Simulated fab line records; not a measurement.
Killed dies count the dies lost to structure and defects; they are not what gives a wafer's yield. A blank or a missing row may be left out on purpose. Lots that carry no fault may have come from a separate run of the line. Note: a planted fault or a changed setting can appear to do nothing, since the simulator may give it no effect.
Struck lot and sound lot, side by side + flow gf180mcu + 44 steps out of a route of 602
Sound: these wafers, L454.2, L454.3, L454.5. Wafers struck: L472.4, L472.5, L472.6. Last of all comes the cause.
Per side, at each step with rows, come the tool, then ch with its chambers, and then its first start. Under that, the readings that differ: sound wafers + struck wafers + difference of the means + sigmas: that difference in standard deviations of wafers without a fault.
alike: a reading whose means differ by less than 2 such deviations, as well as words and numbers matching on both sides. not compared: withheld readings; readings where some wafer has no value; bounds like >300 that might hide an equal value; numbers whose values overlap and for which the record gives no deviation.
Wherever a step has rows on one side only, a row that says differs or no value, or a row with sigmas, the two part there. When numbers do not overlap yet have no deviation, they are printed without sigmas and do not part them. Lack of a reading on every wafer of one side parts them only where that side has two or more wafers.

first, 2 steps without rows for these wafers: GF_V3_STRIP_19 (strips in post etch residue remover, time 1200 s); GF_V3_CLEAN_20 (cleans in DIW).
GF_V3_SPUTTER_21: material Ti, target thk 15 nm, time 80.02 s.
  sound on pvd sputter-01, day 23 02:22; struck on pvd sputter-04, day 28 21:57
  alike: chamber pressure pa, throttle valve pct
then, 2 steps without rows for these wafers: GF_V3_SPUTTER_22 (material TiN, target thk 10 nm, time 40 s); GF_V3_CVD_23 (deposits W, target thk 350 nm, time 104.9 s).
GF_V3_RS_MEAS_24: measures by four-point-probe.
  sound on film metro-02, day 23 02:35; struck on film metro-02, day 28 22:13
  alike: V3_W_RS
GF_V3_THK_MEAS_25: measures by xrf.
  sound on film metro-02, day 23 02:42; struck on film metro-02, day 28 22:19
  alike: V3_W_THK
then, 3 steps without rows for these wafers: GF_V3_CMP_26 (polishes, stops on SiO2, t overpolish 15 s, target thk 0 nm); GF_M4_SPUTTER_00 (material Ti, target thk 37.5 nm, time 150 s); GF_M4_SPUTTER_01 (material TiN, target thk 30 nm, time 25 s).
GF_M4_SPUTTER_02: material AlCu, target thk 450 nm, time 23.9 s.
  sound on pvd sputter-04, day 23 03:11; struck on pvd sputter-04, day 28 22:46
  alike: chamber pressure pa, throttle valve pct
GF_M4_SPUTTER_03: material Ti, target thk 10 nm, time 6.7 s.
  sound on pvd sputter-04, day 23 03:13; struck on pvd sputter-04, day 28 22:48
  alike: chamber pressure pa, throttle valve pct
GF_M4_SPUTTER_04: material TiN, target thk 50 nm, time 41.7 s.
  sound on pvd sputter-04, day 23 03:14; struck on pvd sputter-04, day 28 22:49
| reading                                | sound                | struck               | difference | sigmas      |
|----------------------------------------|----------------------|----------------------|------------|-------------|
| chamber pressure pa (Pa)               | 0.4001 0.4010 0.3999 | 0.5443 0.5431 0.5453 | +0.1439    | +99 or more |
| throttle valve pct (%)                 | 29.0 30.5 29.5       | 24.7 25.1 24.8       | -4.8       | -6          |
| model.TiN_of_M4_SPUTTER_04.thk nm (nm) | 50.72 50.42 49.7     | 47.64 48.01 48.03    | -2.39      |             |
GF_M4_RS_MEAS_05: measures by four-point-probe.
  sound on film metro-02, day 23 03:17; struck on film metro-02, day 28 22:55
  alike: M4_ALCU_RS
GF_M4_THK_MEAS_06: measures by xrf.
  sound on film metro-02, day 23 03:24; struck on film metro-02, day 28 23:01
  alike: M4_ALCU_THK
then, 7 steps without rows for these wafers: GF_M4_DEHYDRATE_07 (time 60 s); GF_M4_HMDS_08 (prime time 60 s); GF_M4_COAT_09 (resist thk 1000 nm); GF_M4_SOFTBAKE_10 (time 60 s); GF_M4_EXPOSE_11 (exposes mask Metal4, target cd 280 nm); GF_M4_PEB_12 (peb time 90 s); GF_M4_DEVELOP_13 (develop time 60 s).
GF_M4_CD_MEAS_14: target cd 280 nm.
  sound on cd sem-02, day 24 02:07; struck on cd sem-02, day 29 16:54
  alike: cd nm
GF_M4_OVL_MEAS_15:
  sound on overlay-01, day 24 02:13; struck on overlay-02, day 29 16:59
  alike: M4_OVL
GF_M4_METAL_ETCH_16: etches the open film in Cl2/BCl3, stops on SiO2, target depth 750.8 nm, time 125.1 s.
  sound on rie metal-03 ch 0,1, day 24 02:15; struck on rie metal-01 ch 0,1, day 29 17:02
  alike: drypump motor current A, oes product au, throttle valve pct
  not compared: rf hours counter h
GF_M4_STRIP_17: strips in O2/N2.
  sound on plasma asher-03 ch 0, day 24 02:23; struck on plasma asher-03 ch 0,1, day 29 17:10
  alike: drypump motor current A, heater power w, oes product au, strip time to endpoint s
  not compared: rf hours counter h
then, 3 steps without rows for these wafers: GF_M4_STRIP_18 (strips in post etch residue remover, time 1200 s); GF_M4_CLEAN_19 (cleans in DIW); GF_V4_CVD_00 (deposits SiO2, target thk 600 nm, time 100 s).
GF_V4_THK_MEAS_01:
  sound on film metro-03, day 24 03:02; struck on film metro-03, day 29 17:46
  alike: V4_CVD_00_THK
then, 1 step without rows for these wafers: GF_V4_CVD_02 (deposits SiO2 from TEOS, target thk 850 nm, time 94.851 s).
GF_V4_THK_MEAS_03:
  sound on film metro-01, day 24 03:10; struck on film metro-03, day 29 17:56
  alike: V4_CVD_02_THK
then, 1 step without rows for these wafers: GF_V4_CMP_04 (polishes SiO2).
GF_V4_BOW_MEAS_05:
  sound on film metro-04, day 24 03:32; struck on film metro-01, day 29 18:19
  alike: V4_BOW
then, 8 steps without rows for these wafers: GF_V4_DEHYDRATE_06 (time 60 s); GF_V4_HMDS_07 (prime time 60 s); GF_V4_COAT_08; GF_V4_COAT_09 (resist thk 1000 nm); GF_V4_SOFTBAKE_10 (time 60 s); GF_V4_EXPOSE_11 (exposes mask Via4, target cd 260 nm); GF_V4_PEB_12 (peb time 90 s); GF_V4_DEVELOP_13 (develop time 60 s).
GF_V4_STRIP_19: strips in post etch residue remover, time 1200 s.
  sound on wet bench-01 ch 2, day 25 02:29; struck on wet bench-04 ch 1, day 30 13:03
| reading                                | sound             | struck          | difference | sigmas |
|----------------------------------------|-------------------|-----------------|------------|--------|
| model.TiN_of_M4_SPUTTER_04.thk nm (nm) | 49.88 49.58 48.86 | 46.8 47.17 47.2 | -2.4       |        |
GF_PASSIVATION_PROBE_99:
  the record has rows for the sound wafers here (prober-01, day 29 14:26) and none for the struck ones

WHERE THEY PART
At GF_M4_SPUTTER_04 first; at GF_PASSIVATION_PROBE_99 last (within this record only).

WHY: the cause the simulator had injected
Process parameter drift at GF_M4_SPUTTER_04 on pvd sputter-04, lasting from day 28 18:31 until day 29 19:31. A move of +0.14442 in setting chamber pressure pa, from 0.4. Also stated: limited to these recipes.
